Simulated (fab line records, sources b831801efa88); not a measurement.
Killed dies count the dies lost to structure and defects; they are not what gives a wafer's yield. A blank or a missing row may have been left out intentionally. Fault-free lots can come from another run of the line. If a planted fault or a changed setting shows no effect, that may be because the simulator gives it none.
fab line records :: flow sky130 :: part 2 of 2: steps 29 to 37 of 37
record
  lots=5
  wafers=15
  lastDay=49
route steps=708 shown CONTACT@423 METAL1@434 VIA1@458
lots untouched by any fault: they come from a run of this same line in which no faults occurred
startH: start of the lot's first displayed wafer, in hours after the record's first day :: waitH: hours since the lot's step before :: " identical to the entry in the row above :: L1.1+2: one row covering several wafers at once :: - no value, or no start was given :: * or withheld: withheld :: < > ~ a bound
route shown NAME@n: names a module that has steps shown in the file, with the first one's number in the route :: usual: mean and standard deviation over wafers with no fault :: same: alike in all rows :: chamber/n: place in a boat :: sites: the reading at each site :: _std_site: their standard deviation :: _edge_site: outer sites' mean less inner sites' :: radiusMm: for every site, how far away it sits from the centre of the wafer :: mask NAME#n: copy n :: behind: the last tool/chamber to shape the wafer :: hold: why the lot was held/for how many hours/how that ended :: device: which transistor (n, p or np) failed to switch :: end of line: the same wafers' tests at the end of the route :: a step without rows: its recipe alone :: killed: at the first sort, the dies lost to defects and structure; wafer yield is something else :: map: a wafer's dies, marking killed ones x, the rest . and places with no die _
set.NAME: the setting the step ran with; set.NAME@STEP: the setting that earlier step ran with :: model.NAME: the simulator's own value behind a step, which no gauge read
lots at some steps of the route; a table a step, a row a wafer
services: from which hour (startH, from the record's first day; less than 0 if before it) a tool's chamber was out of use, for how many hours, and why
## steps
# step SKY_METAL1_DESCUM_17
# recipe
  chemistry=O2
  sourcePowerW=150
  biasPowerW=0
  pressureMtorr=10
  tempC=40
  timeS=8
# usual
  drypumpMotorCurrentA=5.84/0.28
  oesProductAu=1.003/0.0087
# same
  biasPowerW=0
lot.wafer: L077.1
tool: rieMetal-03
chamber: 1
startH: 785.11
waitH: 0.0
drypumpMotorCurrentA: 5.79
oesProductAu: 1.019
rfHoursCounterH: 0

lot.wafer: L077.2
tool: rieMetal-03
chamber: 0
startH: 785.11
waitH: 0.0
drypumpMotorCurrentA: 5.98
oesProductAu: 1.011
rfHoursCounterH: 13

lot.wafer: L077.6
tool: rieMetal-03
chamber: 0
startH: 785.11
waitH: 0.0
drypumpMotorCurrentA: 6.01
oesProductAu: 0.991
rfHoursCounterH: -

lot.wafer: L081.1
tool: rieMetal-01
chamber: 1
startH: 822.71
waitH: 0.0
drypumpMotorCurrentA: 6.01
oesProductAu: 1.009
rfHoursCounterH: 16

lot.wafer: L081.2
tool: rieMetal-01
chamber: 0
startH: 822.71
waitH: 0.0
drypumpMotorCurrentA: 5.10
oesProductAu: 1.003
rfHoursCounterH: 4

lot.wafer: L081.5
tool: rieMetal-01
chamber: 0
startH: 822.71
waitH: 0.0
drypumpMotorCurrentA: 5.10
oesProductAu: 1.001
rfHoursCounterH: -

lot.wafer: L083.4
tool: rieMetal-03
chamber: 0
startH: 825.37
waitH: 0.0
drypumpMotorCurrentA: 5.98
oesProductAu: 0.998
rfHoursCounterH: -

lot.wafer: L083.5
tool: rieMetal-03
chamber: 1
startH: 825.37
waitH: 0.0
drypumpMotorCurrentA: 5.80
oesProductAu: 1.008
rfHoursCounterH: -

lot.wafer: L083.6
tool: rieMetal-03
chamber: 0
startH: 825.37
waitH: 0.0
drypumpMotorCurrentA: 5.99
oesProductAu: 0.991
rfHoursCounterH: -

lot.wafer: L085.1
tool: rieMetal-04
chamber: 0
startH: 841.22
waitH: 0.0
drypumpMotorCurrentA: 5.95
oesProductAu: 1.002
rfHoursCounterH: 7

lot.wafer: L085.2
tool: rieMetal-04
chamber: 1
startH: 841.22
waitH: 0.0
drypumpMotorCurrentA: 5.94
oesProductAu: 0.996
rfHoursCounterH: 18

lot.wafer: L085.4
tool: rieMetal-04
chamber: 0
startH: 841.22
waitH: 0.0
drypumpMotorCurrentA: 5.96
oesProductAu: 0.991
rfHoursCounterH: -

lot.wafer: L093.1
tool: rieMetal-04
chamber: 1
startH: 911.11
waitH: 0.0
drypumpMotorCurrentA: 5.95
oesProductAu: 1.005
rfHoursCounterH: 0

lot.wafer: L093.3
tool: rieMetal-04
chamber: 0
startH: 911.11
waitH: 0.0
drypumpMotorCurrentA: 5.96
oesProductAu: 0.999
rfHoursCounterH: -

lot.wafer: L093.4
tool: rieMetal-04
chamber: 1
startH: 911.11
waitH: 0.0
drypumpMotorCurrentA: 5.97
oesProductAu: 0.997
rfHoursCounterH: -
# step SKY_METAL1_ETCH_18
# recipe
  chemistry=N2/H2
  target=BARC
  ionEnergyEv=200
  biasW=100
  pressureMtorr=30
  n2FlowSccm=100
  h2FlowSccm=200
  icpW=500
  stopOn=SiO2
  timeS=45.9
  targetDepthA=600
# usual
  drypumpMotorCurrentA=5.84/0.28
  oesProductAu=0.855/0.0047
  throttleValvePct=13.225/0.0098
lot.wafer: L077.1
tool: rieMetal-03
chamber: 1
startH: 785.14
waitH: 0.0
drypumpMotorCurrentA: 5.83
oesProductAu: 0.857
rfHoursCounterH: 0
throttleValvePct: 13.229

lot.wafer: L077.2
tool: rieMetal-03
chamber: 0
startH: 785.14
waitH: 0.0
drypumpMotorCurrentA: 6.02
oesProductAu: 0.860
rfHoursCounterH: 13
throttleValvePct: 13.230

lot.wafer: L077.6
tool: rieMetal-03
chamber: 0
startH: 785.14
waitH: 0.0
drypumpMotorCurrentA: 6.02
oesProductAu: 0.860
rfHoursCounterH: -
throttleValvePct: 13.224

lot.wafer: L081.1
tool: rieMetal-01
chamber: 1
startH: 822.74
waitH: 0.0
drypumpMotorCurrentA: 6.00
oesProductAu: 0.849
rfHoursCounterH: 16
throttleValvePct: 13.225

lot.wafer: L081.2
tool: rieMetal-01
chamber: 0
startH: 822.74
waitH: 0.0
drypumpMotorCurrentA: 5.12
oesProductAu: 0.849
rfHoursCounterH: 4
throttleValvePct: 13.225

lot.wafer: L081.5
tool: rieMetal-01
chamber: 0
startH: 822.74
waitH: 0.0
drypumpMotorCurrentA: 5.11
oesProductAu: 0.855
rfHoursCounterH: -
throttleValvePct: 13.213

lot.wafer: L083.4
tool: rieMetal-03
chamber: 0
startH: 825.41
waitH: 0.0
drypumpMotorCurrentA: 6.01
oesProductAu: 0.854
rfHoursCounterH: -
throttleValvePct: 13.248

lot.wafer: L083.5
tool: rieMetal-03
chamber: 1
startH: 825.41
waitH: 0.0
drypumpMotorCurrentA: 5.77
oesProductAu: 0.852
rfHoursCounterH: -
throttleValvePct: 13.222

lot.wafer: L083.6
tool: rieMetal-03
chamber: 0
startH: 825.41
waitH: 0.0
drypumpMotorCurrentA: 6.00
oesProductAu: 0.857
rfHoursCounterH: -
throttleValvePct: 13.232

lot.wafer: L085.1
tool: rieMetal-04
chamber: 0
startH: 841.25
waitH: 0.0
drypumpMotorCurrentA: 5.95
oesProductAu: 0.859
rfHoursCounterH: 7
throttleValvePct: 13.228

lot.wafer: L085.2
tool: rieMetal-04
chamber: 1
startH: 841.25
waitH: 0.0
drypumpMotorCurrentA: 5.91
oesProductAu: 0.856
rfHoursCounterH: 18
throttleValvePct: 13.240

lot.wafer: L085.4
tool: rieMetal-04
chamber: 0
startH: 841.25
waitH: 0.0
drypumpMotorCurrentA: 6.00
oesProductAu: 0.859
rfHoursCounterH: -
throttleValvePct: 13.239

lot.wafer: L093.1
tool: rieMetal-04
chamber: 1
startH: 911.14
waitH: 0.0
drypumpMotorCurrentA: 5.95
oesProductAu: 0.849
rfHoursCounterH: 0
throttleValvePct: 13.221

lot.wafer: L093.3
tool: rieMetal-04
chamber: 0
startH: 911.14
waitH: 0.0
drypumpMotorCurrentA: 5.97
oesProductAu: 0.856
rfHoursCounterH: -
throttleValvePct: 13.222

lot.wafer: L093.4
tool: rieMetal-04
chamber: 1
startH: 911.14
waitH: 0.0
drypumpMotorCurrentA: 5.98
oesProductAu: 0.843
rfHoursCounterH: -
throttleValvePct: 13.227
# step SKY_METAL1_METAL_ETCH_19
# recipe
  targetDepthA=3600
  stopOn=SiO2
  overEtchFrac=0.3
  timeS=78
  chemistry=Cl2/BCl3
  resistSidewallDeg=88
  pressureMtorr=10
  icpW=900
  biasW=48.5
  Cl2_flow_sccm=60
  bcl3FlowSccm=30
# usual
  drypumpMotorCurrentA=5.83/0.28
  mfcCl2Sccm=60.05/0.19
  oesProductAu=0.855/0.0064
  throttleValvePct=22.264/0.0095
lot.wafer: L077.1
tool: rieMetal-03
chamber: 1
startH: 785.20
waitH: 0.0
drypumpMotorCurrentA: 5.76
mfcCl2Sccm: 59.92
oesProductAu: 0.850
rfHoursCounterH: 0
throttleValvePct: 22.280

lot.wafer: L077.2
tool: rieMetal-03
chamber: 0
startH: 785.20
waitH: 0.0
drypumpMotorCurrentA: 6.03
mfcCl2Sccm: 59.97
oesProductAu: 0.861
rfHoursCounterH: 13
throttleValvePct: 22.273

lot.wafer: L077.6
tool: rieMetal-03
chamber: 0
startH: 785.20
waitH: 0.0
drypumpMotorCurrentA: 6.00
mfcCl2Sccm: 60.07
oesProductAu: 0.859
rfHoursCounterH: -
throttleValvePct: 22.267

lot.wafer: L081.1
tool: rieMetal-01
chamber: 1
startH: 822.80
waitH: 0.0
drypumpMotorCurrentA: 5.99
mfcCl2Sccm: 60.09
oesProductAu: 0.858
rfHoursCounterH: 16
throttleValvePct: 22.271

lot.wafer: L081.2
tool: rieMetal-01
chamber: 0
startH: 822.80
waitH: 0.0
drypumpMotorCurrentA: 5.09
mfcCl2Sccm: 60.20
oesProductAu: 0.860
rfHoursCounterH: 4
throttleValvePct: 22.265

lot.wafer: L081.5
tool: rieMetal-01
chamber: 0
startH: 822.80
waitH: 0.0
drypumpMotorCurrentA: 5.10
mfcCl2Sccm: 59.91
oesProductAu: 0.855
rfHoursCounterH: -
throttleValvePct: 22.253

lot.wafer: L083.4
tool: rieMetal-03
chamber: 0
startH: 825.48
waitH: 0.1
drypumpMotorCurrentA: 6.02
mfcCl2Sccm: 60.10
oesProductAu: 0.853
rfHoursCounterH: -
throttleValvePct: 22.264

lot.wafer: L083.5
tool: rieMetal-03
chamber: 1
startH: 825.48
waitH: 0.1
drypumpMotorCurrentA: 5.79
mfcCl2Sccm: 60.39
oesProductAu: 0.850
rfHoursCounterH: -
throttleValvePct: 22.259

lot.wafer: L083.6
tool: rieMetal-03
chamber: 0
startH: 825.48
waitH: 0.1
drypumpMotorCurrentA: 6.01
mfcCl2Sccm: 60.12
oesProductAu: 0.852
rfHoursCounterH: -
throttleValvePct: 22.253

lot.wafer: L085.1
tool: rieMetal-04
chamber: 0
startH: 841.31
waitH: 0.0
drypumpMotorCurrentA: 5.97
mfcCl2Sccm: 60.19
oesProductAu: 0.865
rfHoursCounterH: 7
throttleValvePct: 22.275

lot.wafer: L085.2
tool: rieMetal-04
chamber: 1
startH: 841.31
waitH: 0.0
drypumpMotorCurrentA: 5.98
mfcCl2Sccm: 59.79
oesProductAu: 0.864
rfHoursCounterH: 18
throttleValvePct: 22.252

lot.wafer: L085.4
tool: rieMetal-04
chamber: 0
startH: 841.31
waitH: 0.0
drypumpMotorCurrentA: 5.93
mfcCl2Sccm: 60.23
oesProductAu: 0.848
rfHoursCounterH: -
throttleValvePct: 22.284

lot.wafer: L093.1
tool: rieMetal-04
chamber: 1
startH: 911.20
waitH: 0.0
drypumpMotorCurrentA: 5.93
mfcCl2Sccm: 60.04
oesProductAu: 0.856
rfHoursCounterH: 0
throttleValvePct: 22.264

lot.wafer: L093.3
tool: rieMetal-04
chamber: 0
startH: 911.20
waitH: 0.0
drypumpMotorCurrentA: 5.94
mfcCl2Sccm: 60.31
oesProductAu: 0.853
rfHoursCounterH: -
throttleValvePct: 22.258

lot.wafer: L093.4
tool: rieMetal-04
chamber: 1
startH: 911.20
waitH: 0.0
drypumpMotorCurrentA: 5.94
mfcCl2Sccm: 59.84
oesProductAu: 0.857
rfHoursCounterH: -
throttleValvePct: 22.273
# step SKY_METAL1_STRIP_20
# recipe
  chemistry=O2/N2
  powerW=1400
  pressureMtorr=1500
  platenTempC=withheld
  o2FlowSccm=3000
  n2FlowSccm=300
  overashFraction=0.5
# usual
  drypumpMotorCurrentA=5.8/0.36
  oesProductAu=0.343/0.0049
  stripTimeToEndpointS=2.69/0.036
# same
  overashFraction=0.5
lot.wafer: L077.1
tool: plasmaAsher-03
chamber: 0
startH: 785.29
waitH: 0.1
drypumpMotorCurrentA: 6.2
oesProductAu: 0.344
rfHoursCounterH: 93
stripTimeToEndpointS: 2.67

lot.wafer: L077.2
tool: plasmaAsher-03
chamber: 1
startH: 785.29
waitH: 0.1
drypumpMotorCurrentA: 6.2
oesProductAu: 0.340
rfHoursCounterH: 93
stripTimeToEndpointS: 2.68

lot.wafer: L077.6
tool: plasmaAsher-03
chamber: 1
startH: 785.29
waitH: 0.1
drypumpMotorCurrentA: 6.2
oesProductAu: 0.347
rfHoursCounterH: -
stripTimeToEndpointS: 2.69

lot.wafer: L081.1
tool: plasmaAsher-04
chamber: 1
startH: 822.89
waitH: 0.1
drypumpMotorCurrentA: 6.0
oesProductAu: 0.345
rfHoursCounterH: 39
stripTimeToEndpointS: 2.66

lot.wafer: L081.2
tool: plasmaAsher-04
chamber: 0
startH: 822.89
waitH: 0.1
drypumpMotorCurrentA: 5.8
oesProductAu: 0.341
rfHoursCounterH: 39
stripTimeToEndpointS: 2.68

lot.wafer: L081.5
tool: plasmaAsher-04
chamber: 1
startH: 822.89
waitH: 0.1
drypumpMotorCurrentA: 6.0
oesProductAu: 0.348
rfHoursCounterH: -
stripTimeToEndpointS: 2.67

lot.wafer: L083.4
tool: plasmaAsher-03
chamber: 0
startH: 825.57
waitH: 0.1
drypumpMotorCurrentA: 6.2
oesProductAu: 0.340
rfHoursCounterH: -
stripTimeToEndpointS: 2.73

lot.wafer: L083.5
tool: plasmaAsher-03
chamber: 1
startH: 825.57
waitH: 0.1
drypumpMotorCurrentA: 6.2
oesProductAu: 0.341
rfHoursCounterH: -
stripTimeToEndpointS: 2.67

lot.wafer: L083.6
tool: plasmaAsher-03
chamber: 0
startH: 825.57
waitH: 0.1
drypumpMotorCurrentA: 6.2
oesProductAu: 0.346
rfHoursCounterH: -
stripTimeToEndpointS: 2.72

lot.wafer: L085.1
tool: plasmaAsher-03
chamber: 0
startH: 841.40
waitH: 0.1
drypumpMotorCurrentA: 6.2
oesProductAu: 0.342
rfHoursCounterH: 99
stripTimeToEndpointS: 2.71

lot.wafer: L085.2
tool: plasmaAsher-03
chamber: 1
startH: 841.40
waitH: 0.1
drypumpMotorCurrentA: 6.2
oesProductAu: 0.344
rfHoursCounterH: 99
stripTimeToEndpointS: 2.66

lot.wafer: L085.4
tool: plasmaAsher-03
chamber: 1
startH: 841.40
waitH: 0.1
drypumpMotorCurrentA: 6.2
oesProductAu: 0.344
rfHoursCounterH: -
stripTimeToEndpointS: 2.68

lot.wafer: L093.1
tool: plasmaAsher-03
chamber: 0
startH: 911.29
waitH: 0.1
drypumpMotorCurrentA: 6.2
oesProductAu: 0.340
rfHoursCounterH: 106
stripTimeToEndpointS: 2.70

lot.wafer: L093.3
tool: plasmaAsher-03
chamber: 1
startH: 911.29
waitH: 0.1
drypumpMotorCurrentA: 6.2
oesProductAu: 0.343
rfHoursCounterH: -
stripTimeToEndpointS: 2.73

lot.wafer: L093.4
tool: plasmaAsher-03
chamber: 0
startH: 911.29
waitH: 0.1
drypumpMotorCurrentA: 6.2
oesProductAu: 0.345
rfHoursCounterH: -
stripTimeToEndpointS: 2.71
# step SKY_METAL1_STRIP_21
# recipe
  chemistry=postEtchResidueRemover
  timeS=1200
  tempC=72.5
lot.wafer: L077.1+2+6
tool: wetBench-02
chamber: 1
startH: 785.39
waitH: 0.1

lot.wafer: L081.1+2+5
tool: wetBench-01
chamber: 0
startH: 822.99
waitH: 0.1

lot.wafer: L083.4+5+6
tool: wetBench-02
chamber: 3
startH: 825.64
waitH: 0.0

lot.wafer: L085.1+2+4
tool: wetBench-01
chamber: 1
startH: 841.50
waitH: 0.1

lot.wafer: L093.1+3+4
tool: wetBench-02
chamber: 2
startH: 911.39
waitH: 0.1
# step SKY_METAL1_CLEAN_22
# recipe
  chemistry=IPA
  timeS=180
  tempC=25
lot.wafer: L077.1+2+6
tool: wetBench-04
chamber: 3
startH: 785.76
waitH: 0.0

lot.wafer: L081.1+2+5
tool: wetBench-02
chamber: 3
startH: 823.33
waitH: 0.0

lot.wafer: L083.4+5+6
tool: wetBench-01
chamber: 0
startH: 825.98
waitH: 0.0

lot.wafer: L085.1+2+4
tool: wetBench-02
chamber: 1
startH: 841.85
waitH: 0.0

lot.wafer: L093.1+3+4
tool: wetBench-01
chamber: 3
startH: 911.73
waitH: 0.0
# step SKY_METAL1_CLEAN_23
# recipe
  chemistry=O3/DIW
  dry=n2Spin
lot.wafer: L077.1+2+6
tool: wetBench-01
chamber: 2
startH: 785.82
waitH: 0.0

lot.wafer: L081.1+2+5
tool: wetBench-01
chamber: 0
startH: 823.39
waitH: 0.0

lot.wafer: L083.4+5+6
tool: wetBench-04
chamber: 2
startH: 826.04
waitH: 0.0

lot.wafer: L085.1+2+4
tool: wetBench-04
chamber: 0
startH: 841.91
waitH: 0.0

lot.wafer: L093.1+3+4
tool: wetBench-04
chamber: 3
startH: 911.79
waitH: 0.0
# step SKY_VIA1_HDPCVD_00
# recipe
  material=SiO2
  targetThkNm=1030
  sigmaOpenFrac=0.3
  timeS=171.7
  tempC=400
  sih4FlowSccm=60
  pressureMtorr=6
lot.wafer: L077.1+2+6
tool: hdpcvd-02
chamber: 1,2,1
startH: 785.92
waitH: 0.0

lot.wafer: L081.1+2+5
tool: hdpcvd-01
chamber: 2,0,2
startH: 823.48
waitH: 0.0

lot.wafer: L083.4+5+6
tool: hdpcvd-01
chamber: 2,0,1
startH: 826.19
waitH: 0.1

lot.wafer: L085.1+2+4
tool: hdpcvd-01
chamber: 2,0,0
startH: 842.00
waitH: 0.0

lot.wafer: L093.1+3+4
tool: hdpcvd-01
chamber: 2,1,0
startH: 911.89
waitH: 0.0
# step SKY_VIA1_THK_MEAS_01
# recipe
  reads=SiO2_of_VIA1_HDPCVD_00
# usual
  VIA1_HDPCVD_THK=1027/9.6
lot.wafer: L077.1
tool: filmMetro-01
chamber: -
startH: 786.03
waitH: 0.1
VIA1_HDPCVD_THK[nm]: 1029

lot.wafer: L077.2
tool: filmMetro-01
chamber: -
startH: 786.03
waitH: 0.1
VIA1_HDPCVD_THK[nm]: 1038

lot.wafer: L077.6
tool: filmMetro-01
chamber: -
startH: 786.03
waitH: 0.1
VIA1_HDPCVD_THK[nm]: 1031

lot.wafer: L081.1
tool: filmMetro-02
chamber: -
startH: 823.60
waitH: 0.1
VIA1_HDPCVD_THK[nm]: 1013

lot.wafer: L081.2
tool: filmMetro-02
chamber: -
startH: 823.60
waitH: 0.1
VIA1_HDPCVD_THK[nm]: 1010

lot.wafer: L081.5
tool: filmMetro-02
chamber: -
startH: 823.60
waitH: 0.1
VIA1_HDPCVD_THK[nm]: 1003

lot.wafer: L083.4
tool: filmMetro-04
chamber: -
startH: 826.28
waitH: 0.0
VIA1_HDPCVD_THK[nm]: 1018

lot.wafer: L083.5
tool: filmMetro-04
chamber: -
startH: 826.28
waitH: 0.0
VIA1_HDPCVD_THK[nm]: 1019

lot.wafer: L083.6
tool: filmMetro-04
chamber: -
startH: 826.28
waitH: 0.0
VIA1_HDPCVD_THK[nm]: 1021

lot.wafer: L085.1
tool: filmMetro-01
chamber: -
startH: 842.11
waitH: 0.1
VIA1_HDPCVD_THK[nm]: 1022

lot.wafer: L085.2
tool: filmMetro-01
chamber: -
startH: 842.11
waitH: 0.1
VIA1_HDPCVD_THK[nm]: 1031

lot.wafer: L085.4
tool: filmMetro-01
chamber: -
startH: 842.11
waitH: 0.1
VIA1_HDPCVD_THK[nm]: 1033

lot.wafer: L093.1
tool: filmMetro-01
chamber: -
startH: 912.00
waitH: 0.1
VIA1_HDPCVD_THK[nm]: 1034

lot.wafer: L093.3
tool: filmMetro-01
chamber: -
startH: 912.00
waitH: 0.1
VIA1_HDPCVD_THK[nm]: 1040

lot.wafer: L093.4
tool: filmMetro-01
chamber: -
startH: 912.00
waitH: 0.1
VIA1_HDPCVD_THK[nm]: 1025
## services
tool: rieMetal-04
chamber: 0
startH: 736.31
hours: 27.9
kind: repair

tool: cmp-02
chamber: -
startH: 740.25
hours: 7.9
kind: pm

tool: cmp-01
chamber: -
startH: 744.03
hours: 4.0
kind: pm

tool: cvdW-02
chamber: 1
startH: 747.85
hours: 2.0
kind: repair

tool: pvdSputter-02
chamber: -
startH: 749.18
hours: 2.4
kind: repair

tool: hdpcvd-01
chamber: -
startH: 758.56
hours: 0.4
kind: repair

tool: pvdSputter-02
chamber: -
startH: 763.52
hours: 12.5
kind: repair

tool: hdpcvd-01
chamber: 2
startH: 774.48
hours: 4.7
kind: repair

tool: rieDiel-03
chamber: 1
startH: 782.40
hours: 21.7
kind: repair

tool: wetBench-04
chamber: -
startH: 788.76
hours: 2.3
kind: repair

tool: pvdSputter-04
chamber: -
startH: 793.85
hours: 1.6
kind: repair

tool: pvdSputter-03
chamber: -
startH: 807.58
hours: 1.4
kind: repair

tool: krfScanner-02
chamber: -
startH: 814.62
hours: 4.0
kind: pm

tool: krfScanner-02
chamber: -
startH: 833.34
hours: 0.2
kind: repair

tool: rieMetal-04
chamber: -
startH: 834.19
hours: 1.8
kind: repair

tool: rieMetal-04
chamber: 0
startH: 835.49
hours: 5.0
kind: repair

tool: rieMetal-04
chamber: -
startH: 850.96
hours: 14.6
kind: pm

tool: hdpcvd-01
chamber: -
startH: 854.52
hours: 6.0
kind: pm

tool: rieMetal-03
chamber: 1
startH: 859.73
hours: 4.3
kind: repair

tool: krfScanner-02
chamber: -
startH: 872.01
hours: 1.3
kind: pm

tool: pvdSputter-03
chamber: -
startH: 879.07
hours: 4.5
kind: repair

tool: krfScanner-02
chamber: -
startH: 881.84
hours: 1.0
kind: pm

tool: rieMetal-03
chamber: -
startH: 884.77
hours: 4.0
kind: pm

tool: cvdW-02
chamber: -
startH: 904.00
hours: 14.0
kind: pm
